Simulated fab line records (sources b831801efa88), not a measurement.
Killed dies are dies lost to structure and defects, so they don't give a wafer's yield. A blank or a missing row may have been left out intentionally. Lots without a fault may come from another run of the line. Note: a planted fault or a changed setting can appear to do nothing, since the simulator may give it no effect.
Which of the tools did it? + flow gf180mcu + 11 lots, 33 wafers sampled, at 7 steps of a route of 602

## WHAT THE GAUGES SHOWED, per wafer
GF_M1_RS_MEAS_05: uses a four-point probe to measure.
| lot  | measured     | on            | M1_ALCU_RS (ohm/sq)  |
|------|--------------|---------------|----------------------|
| L151 | day 16 05:19 | film-metro-02 | 0.0701 0.0697 0.0698 |
| L152 | day 16 12:49 | film-metro-02 | 0.0709 0.0702 0.0699 |
| L153 | day 16 22:17 | film-metro-04 | 0.0689 0.0694 0.0701 |
| L158 | day 18 19:10 | film-metro-02 | 0.0701 0.0696 0.0696 |
| L159 | day 19 02:04 | film-metro-04 | 0.0701 0.0697 0.0696 |
| L160 | day 19 11:37 | film-metro-02 | 0.0691 0.0695 0.0696 |
| L164 | day 20 21:10 | film-metro-03 | 0.0693 0.0690 0.0686 |
| L169 | day 23 00:22 | film-metro-02 | 0.0688 0.0684 0.0687 |
| L171 | day 23 17:12 | film-metro-03 | 0.0703 0.0704 0.0705 |
| L172 | day 24 02:07 | film-metro-04 | 0.0705 0.0697 0.0696 |
| L173 | day 24 03:33 | film-metro-03 | 0.0691 0.0688 0.0685 |

GF_M1_THK_MEAS_06: measures by xrf.
| lot  | measured     | on            | M1_ALCU_THK (nm) |
|------|--------------|---------------|------------------|
| L151 | day 16 05:26 | film-metro-02 | 450 453 451      |
| L152 | day 16 12:55 | film-metro-02 | 447 449 453      |
| L153 | day 16 22:25 | film-metro-04 | 459 459 451      |
| L158 | day 18 19:17 | film-metro-02 | 451 455 454      |
| L159 | day 19 02:11 | film-metro-04 | 451 454 456      |
| L160 | day 19 11:43 | film-metro-02 | 455 456 455      |
| L164 | day 20 21:17 | film-metro-03 | 459 462 463      |
| L169 | day 23 00:29 | film-metro-02 | 461 461 461      |
| L171 | day 23 17:19 | film-metro-03 | 449 451 450      |
| L172 | day 24 02:14 | film-metro-04 | 456 454 458      |
| L173 | day 24 03:39 | film-metro-03 | 460 461 463      |

GF_V1_RS_MEAS_24: uses a four-point probe to measure.
| lot  | measured     | on            | V1_W_RS (ohm/sq)  |
|------|--------------|---------------|-------------------|
| L151 | day 18 04:13 | film-metro-01 | 0.327 0.331 0.334 |
| L152 | day 18 12:17 | film-metro-02 | 0.330 0.332 0.330 |
| L153 | day 18 22:33 | film-metro-02 | 0.332 0.328 0.334 |
| L158 | day 20 21:47 | film-metro-02 | 0.328 0.331 0.325 |
| L159 | day 21 05:13 | film-metro-03 | 0.330 0.328 0.329 |
| L160 | day 21 13:13 | film-metro-01 | 0.325 0.332 0.226 |
| L164 | day 22 23:42 | film-metro-02 | 0.328 0.331 0.224 |
| L169 | day 24 22:52 | film-metro-03 | 0.328 0.327 0.329 |
| L171 | day 25 15:14 | film-metro-03 | 0.330 0.326 0.328 |
| L172 | day 25 22:50 | film-metro-02 | 0.336 0.337 0.330 |
| L173 | day 26 01:41 | film-metro-01 | 0.334 0.328 0.331 |

GF_V1_THK_MEAS_25: measures by xrf.
| lot  | measured     | on            | V1_W_THK (nm) |
|------|--------------|---------------|---------------|
| L151 | day 18 04:20 | film-metro-01 | 355 349 346   |
| L152 | day 18 12:23 | film-metro-02 | 340 339 341   |
| L153 | day 18 22:40 | film-metro-02 | 340 346 340   |
| L158 | day 20 21:55 | film-metro-02 | 343 342 346   |
| L159 | day 21 05:20 | film-metro-03 | 338 339 337   |
| L160 | day 21 13:19 | film-metro-01 | 360 353 525   |
| L164 | day 22 23:49 | film-metro-02 | 345 340 500   |
| L169 | day 24 22:59 | film-metro-03 | 340 342 339   |
| L171 | day 25 15:20 | film-metro-03 | 340 342 340   |
| L172 | day 25 22:57 | film-metro-02 | 338 337 344   |
| L173 | day 26 01:47 | film-metro-01 | 347 354 350   |

GF_M2_CD_MEAS_14: target cd 280 nm.
| lot  | measured     | on        | cd-nm (nm)        |
|------|--------------|-----------|-------------------|
| L151 | day 19 04:38 | cd-sem-02 | 280.3 280.0 279.4 |
| L152 | day 19 13:08 | cd-sem-02 | 282.6 281.9 283.4 |
| L153 | day 19 23:08 | cd-sem-01 | 281.8 284.0 282.3 |
| L158 | day 21 22:14 | cd-sem-02 | 279.6 280.4 278.4 |
| L159 | day 22 05:17 | cd-sem-01 | 278.6 279.2 279.4 |
| L160 | day 22 13:26 | cd-sem-02 | 281.6 281.7 281.0 |
| L164 | day 23 22:32 | cd-sem-01 | 279.4 279.4 278.5 |
| L169 | day 25 21:20 | cd-sem-02 | 278.9 278.7 279.6 |
| L171 | day 26 13:01 | cd-sem-01 | 280.0 280.3 278.8 |
| L172 | day 26 19:47 | cd-sem-01 | 281.9 281.1 281.2 |
| L173 | day 26 23:38 | cd-sem-02 | 277.2 278.3 278.1 |

## WHICH TOOL RAN EACH LOT (tool, then ch and the chambers of the sampled wafers, then the start)
| lot  | GF_V1_CVD_23                  | GF_V1_CMP_26                  |
|------|-------------------------------|-------------------------------|
| L151 | cvd-w-01 ch 0,1, day 18 04:06 | cmp-01 ch 0,2, day 18 04:26   |
| L152 | cvd-w-01 ch 0,1, day 18 12:11 | cmp-02 ch 0,1,2, day 18 12:26 |
| L153 | cvd-w-01 ch 0,1, day 18 22:26 | cmp-01 ch 0,2,3, day 18 22:47 |
| L158 | cvd-w-01 ch 0,1, day 20 21:41 | cmp-01 ch 0,1,2, day 20 21:58 |
| L159 | cvd-w-01 ch 0,1, day 21 05:06 | cmp-02 ch 0,2,3, day 21 05:32 |
| L160 | cvd-w-01 ch 0,1, day 21 13:07 | cmp-02 ch 2,3, day 21 13:25   |
| L164 | cvd-w-01 ch 0,1, day 22 23:35 | cmp-02 ch 0,1,2, day 22 23:56 |
| L169 | cvd-w-02 ch 0,1, day 24 22:45 | cmp-02 ch 1,3, day 24 23:32   |
| L171 | cvd-w-01 ch 0,1, day 25 15:06 | cmp-02 ch 1,3, day 25 15:23   |
| L172 | cvd-w-01 ch 0,1, day 25 22:43 | cmp-02 ch 0,1,3, day 25 23:01 |
| L173 | cvd-w-01 ch 0,1, day 26 01:34 | cmp-01 ch 0,1, day 26 01:49   |
- GF_V1_CVD_23: deposits W, target thk 350 nm, time 105.05 s.
- GF_V1_CMP_26: polishes, stops on SiO2, t overpolish 15 s, target thk 0 nm.

## WHAT THE TOOLS THEMSELVES READ (means of the sampled wafers that have a number; where no wafer has one, the mark that the record gives instead)
GF_V1_CVD_23.
| lot  | tool     | heater-power-w (W) |
|------|----------|--------------------|
| L151 | cvd-w-01 | 834                |
| L152 | cvd-w-01 | 797                |
| L153 | cvd-w-01 | 826                |
| L158 | cvd-w-01 | 832                |
| L159 | cvd-w-01 | 823                |
| L160 | cvd-w-01 | 798                |
| L164 | cvd-w-01 | 793                |
| L169 | cvd-w-02 | 754                |
| L171 | cvd-w-01 | 845                |
| L172 | cvd-w-01 | 839                |
| L173 | cvd-w-01 | 804                |

GF_V1_CMP_26.
| lot  | tool   | motor-current-A (A) | time-to-endpoint-s (s) |
|------|--------|---------------------|------------------------|
| L151 | cmp-01 | 10.6                | 83                     |
| L152 | cmp-02 | 11.0                | 85                     |
| L153 | cmp-01 | 10.1                | 84                     |
| L158 | cmp-01 | 10.4                | 82                     |
| L159 | cmp-02 | 12.1                | 79                     |
| L160 | cmp-02 | 12.5                | 96                     |
| L164 | cmp-02 | 10.7                | 96                     |
| L169 | cmp-02 | 13.6                | 79                     |
| L171 | cmp-02 | 12.3                | 84                     |
| L172 | cmp-02 | 12.1                | 80                     |
| L173 | cmp-01 | 11.5                | 83                     |

## THE ANSWER, worked out from the rows above alone
Rule: what is usual is taken from the lots themselves. The widest of any qualifying gaps counts: lots, ordered by their means at a reading, are off when they make up no more than a third of the lots, leave a main group of 4 or more, and stand apart from it by 3 or more times the standard deviation of that group's means. A main group whose means are all the same, to the digits that the tables above print for the reading, isn't used. Also off: a lot with no number at a reading for which 4 or more lots have one. Where the step has rows for the other lots, those lots are counted as sound. Order of review: gauges by route order, followed by the tools' own readings, for which a lot's mean as printed above is used. The first step at which some lot is off is used, and at that step the reading that is off furthest; a lot without a number counts as furthest.
Off: at GF_V1_RS_MEAS_24 (V1_W_RS), L160, L164. The main group: mean 0.330 ohm/sq, standard deviation 0.002.
If a tool, at a process step before that reading, ran all the lots that are off and no sound lot after the first of them, it fits. Not tried: the gauges at GF_V1_RS_MEAS_24; whatever is off there is also off at GF_V1_CMP_26, on other tools, and gauge error can't account for it. Of those tried, none fits.

## WHAT THE SIMULATOR HAD INSERTED
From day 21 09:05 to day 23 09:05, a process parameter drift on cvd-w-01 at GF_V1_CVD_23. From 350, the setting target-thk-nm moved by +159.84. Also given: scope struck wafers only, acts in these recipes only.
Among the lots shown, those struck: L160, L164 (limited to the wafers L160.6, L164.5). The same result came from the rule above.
